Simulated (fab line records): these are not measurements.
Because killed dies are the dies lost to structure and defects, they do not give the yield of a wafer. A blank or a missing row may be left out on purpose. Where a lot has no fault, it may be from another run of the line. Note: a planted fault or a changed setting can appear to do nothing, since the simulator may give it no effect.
Which tool was responsible? || flow sky130 || Sampling: 13 lots, 39 wafers, 3 of 708 route steps

## WHAT EACH GAUGE READ, for each wafer
SKY_LOCAL_INTERCONNECT_THK_MEAS_02: measures by xrf. Usual: LOCAL_INTERCONNECT_TIN_THK 101.0 nm, standard deviation 1.3.
{"lot": "L744", "measured": "day 28 18:47", "on": "film_metro-04", "LOCAL_INTERCONNECT_TIN_THK (nm)": "100.9 100.4 100.7", "flag": ""}
{"lot": "L747", "measured": "day 29 21:51", "on": "film_metro-02", "LOCAL_INTERCONNECT_TIN_THK (nm)": "102.2 100.5 100.6", "flag": ""}
{"lot": "L748", "measured": "day 31 01:18", "on": "film_metro-03", "LOCAL_INTERCONNECT_TIN_THK (nm)": "101.3 101.5 101.8", "flag": ""}
{"lot": "L755", "measured": "day 33 02:04", "on": "film_metro-04", "LOCAL_INTERCONNECT_TIN_THK (nm)": "100.4 101.3 101.0", "flag": ""}
{"lot": "L756", "measured": "day 33 05:13", "on": "film_metro-02", "LOCAL_INTERCONNECT_TIN_THK (nm)": "99.6 99.1 99.3", "flag": ""}
{"lot": "L757", "measured": "day 33 10:21", "on": "film_metro-02", "LOCAL_INTERCONNECT_TIN_THK (nm)": "102.1 101.9 100.9", "flag": ""}
{"lot": "L759", "measured": "day 34 01:05", "on": "film_metro-04", "LOCAL_INTERCONNECT_TIN_THK (nm)": "100.8 102.1 101.0", "flag": ""}
{"lot": "L760", "measured": "day 34 05:14", "on": "film_metro-04", "LOCAL_INTERCONNECT_TIN_THK (nm)": "100.5 101.0 100.9", "flag": ""}
{"lot": "L761", "measured": "day 34 16:55", "on": "film_metro-02", "LOCAL_INTERCONNECT_TIN_THK (nm)": "99.6 102.1 100.7", "flag": ""}
{"lot": "L762", "measured": "day 34 18:51", "on": "film_metro-04", "LOCAL_INTERCONNECT_TIN_THK (nm)": "103.4 102.4 102.7", "flag": ""}
{"lot": "L764", "measured": "day 35 10:31", "on": "film_metro-04", "LOCAL_INTERCONNECT_TIN_THK (nm)": "100.6 100.7 100.0", "flag": ""}
{"lot": "L766", "measured": "day 36 14:41", "on": "film_metro-02", "LOCAL_INTERCONNECT_TIN_THK (nm)": "101.7 101.4 102.7", "flag": ""}
{"lot": "L767", "measured": "day 36 14:18", "on": "film_metro-03", "LOCAL_INTERCONNECT_TIN_THK (nm)": "99.2 100.2 100.5", "flag": ""}

SKY_CONTACT_BOW_MEAS_05. Usual: CONTACT_BOW 84 um, standard deviation 6.9.
{"lot": "L744", "measured": "day 30 00:28", "on": "film_metro-01", "CONTACT_BOW (um)": "85 83 80", "flag": ""}
{"lot": "L747", "measured": "day 31 01:58", "on": "film_metro-04", "CONTACT_BOW (um)": "72 76 86", "flag": ""}
{"lot": "L748", "measured": "day 32 04:56", "on": "film_metro-03", "CONTACT_BOW (um)": "81 84 89", "flag": ""}
{"lot": "L755", "measured": "day 34 06:11", "on": "film_metro-01", "CONTACT_BOW (um)": "84 87 89", "flag": ""}
{"lot": "L756", "measured": "day 34 09:32", "on": "film_metro-03", "CONTACT_BOW (um)": "90 91 86", "flag": ""}
{"lot": "L757", "measured": "day 34 14:17", "on": "film_metro-03", "CONTACT_BOW (um)": "79 79 85", "flag": ""}
{"lot": "L759", "measured": "day 35 04:46", "on": "film_metro-01", "CONTACT_BOW (um)": "94 98 79", "flag": ""}
{"lot": "L760", "measured": "day 35 09:11", "on": "film_metro-01", "CONTACT_BOW (um)": "95 82 92", "flag": ""}
{"lot": "L761", "measured": "day 35 20:11", "on": "film_metro-03", "CONTACT_BOW (um)": "73 78 78", "flag": ""}
{"lot": "L762", "measured": "day 35 22:59", "on": "film_metro-03", "CONTACT_BOW (um)": "88 87 81", "flag": ""}
{"lot": "L764", "measured": "day 36 12:35", "on": "film_metro-04", "CONTACT_BOW (um)": "85 87 84", "flag": ""}
{"lot": "L766", "measured": "day 37 18:03", "on": "film_metro-01", "CONTACT_BOW (um)": "85 84 64", "flag": ""}
{"lot": "L767", "measured": "day 37 17:26", "on": "film_metro-04", "CONTACT_BOW (um)": "79 87 86", "flag": ""}

## TOOL THAT RAN EACH LOT (tool first, then ch and the chambers of the sampled wafers, then the start)
{"lot": "L744", "SKY_NWELL_EXPOSE_07": "iline_stepper-02 ch 0, day 4 04:01"}
{"lot": "L747", "SKY_NWELL_EXPOSE_07": "iline_stepper-01 ch 0, day 4 20:44"}
{"lot": "L748", "SKY_NWELL_EXPOSE_07": "iline_stepper-02 ch 0, day 5 14:06"}
{"lot": "L755", "SKY_NWELL_EXPOSE_07": "iline_stepper-02 ch 0, day 6 20:27"}
{"lot": "L756", "SKY_NWELL_EXPOSE_07": "iline_stepper-01 ch 0, day 7 03:18"}
{"lot": "L757", "SKY_NWELL_EXPOSE_07": "iline_stepper-02 ch 0, day 7 06:59"}
{"lot": "L759", "SKY_NWELL_EXPOSE_07": "iline_stepper-02 ch 0, day 7 17:49"}
{"lot": "L760", "SKY_NWELL_EXPOSE_07": "iline_stepper-01 ch 0, day 7 22:42"}
{"lot": "L761", "SKY_NWELL_EXPOSE_07": "iline_stepper-02 ch 0, day 8 04:21"}
{"lot": "L762", "SKY_NWELL_EXPOSE_07": "iline_stepper-02 ch 0, day 8 10:19"}
{"lot": "L764", "SKY_NWELL_EXPOSE_07": "iline_stepper-01 ch 0, day 8 22:49"}
{"lot": "L766", "SKY_NWELL_EXPOSE_07": "iline_stepper-02 ch 0, day 9 16:56"}
{"lot": "L767", "SKY_NWELL_EXPOSE_07": "iline_stepper-01 ch 0, day 9 17:10"}
- SKY_NWELL_EXPOSE_07: exposes mask NWM, target cd 840 nm.

## AS READ BY THE TOOLS THEMSELVES (means over the sampled wafers that have a number; for cases with no such wafer, the mark the record gives instead)
SKY_NWELL_EXPOSE_07. Usual: exposure_dose_mJ_cm2 255.04, standard deviation 0.25; reticle_temp_C 23.00 C, standard deviation 0.12; stage_vel_mm_s 500.02 mm/s, standard deviation 0.27.
{"lot": "L744", "tool": "iline_stepper-02", "exposure_dose_mJ_cm2": 255.14, "reticle_temp_C (C)": 23.02, "stage_vel_mm_s (mm/s)": 500.13, "flag": ""}
{"lot": "L747", "tool": "iline_stepper-01", "exposure_dose_mJ_cm2": 255.09, "reticle_temp_C (C)": 23.10, "stage_vel_mm_s (mm/s)": 500.21, "flag": ""}
{"lot": "L748", "tool": "iline_stepper-02", "exposure_dose_mJ_cm2": 254.82, "reticle_temp_C (C)": 23.07, "stage_vel_mm_s (mm/s)": 500.07, "flag": ""}
{"lot": "L755", "tool": "iline_stepper-02", "exposure_dose_mJ_cm2": 255.00, "reticle_temp_C (C)": 23.04, "stage_vel_mm_s (mm/s)": 500.05, "flag": ""}
{"lot": "L756", "tool": "iline_stepper-01", "exposure_dose_mJ_cm2": 255.05, "reticle_temp_C (C)": 23.07, "stage_vel_mm_s (mm/s)": 500.04, "flag": ""}
{"lot": "L757", "tool": "iline_stepper-02", "exposure_dose_mJ_cm2": 255.17, "reticle_temp_C (C)": 22.91, "stage_vel_mm_s (mm/s)": 500.26, "flag": ""}
{"lot": "L759", "tool": "iline_stepper-02", "exposure_dose_mJ_cm2": 255.18, "reticle_temp_C (C)": 23.07, "stage_vel_mm_s (mm/s)": 499.78, "flag": ""}
{"lot": "L760", "tool": "iline_stepper-01", "exposure_dose_mJ_cm2": 255.31, "reticle_temp_C (C)": 22.92, "stage_vel_mm_s (mm/s)": 499.46, "flag": ""}
{"lot": "L761", "tool": "iline_stepper-02", "exposure_dose_mJ_cm2": 255.32, "reticle_temp_C (C)": 23.00, "stage_vel_mm_s (mm/s)": 499.72, "flag": ""}
{"lot": "L762", "tool": "iline_stepper-02", "exposure_dose_mJ_cm2": 254.89, "reticle_temp_C (C)": 22.91, "stage_vel_mm_s (mm/s)": 499.86, "flag": ""}
{"lot": "L764", "tool": "iline_stepper-01", "exposure_dose_mJ_cm2": 254.69, "reticle_temp_C (C)": 22.93, "stage_vel_mm_s (mm/s)": 500.16, "flag": ""}
{"lot": "L766", "tool": "iline_stepper-02", "exposure_dose_mJ_cm2": 254.99, "reticle_temp_C (C)": 22.94, "stage_vel_mm_s (mm/s)": 500.08, "flag": ""}
{"lot": "L767", "tool": "iline_stepper-01", "exposure_dose_mJ_cm2": 254.87, "reticle_temp_C (C)": 22.80, "stage_vel_mm_s (mm/s)": 500.42, "flag": ""}

## THE ANSWER, worked out from the rows above alone
Rule: a lot is off if the mean of its wafers that have a number lies more than 3 standard deviations from the usual mean. Also off: a lot with no number at a reading for which 4 or more lots have one. The other lots that the step has rows for count as sound. After the gauges, taken in route order, come the tools' own readings; for these a lot's mean is taken, as printed above. The first step at which some lot is off is used, and at that step the reading that is off furthest; a lot without a number counts as furthest.
No lot is off on any of the readings shown, so nothing can be concluded from this.

## WHAT WAS PUT IN BY THE SIMULATOR
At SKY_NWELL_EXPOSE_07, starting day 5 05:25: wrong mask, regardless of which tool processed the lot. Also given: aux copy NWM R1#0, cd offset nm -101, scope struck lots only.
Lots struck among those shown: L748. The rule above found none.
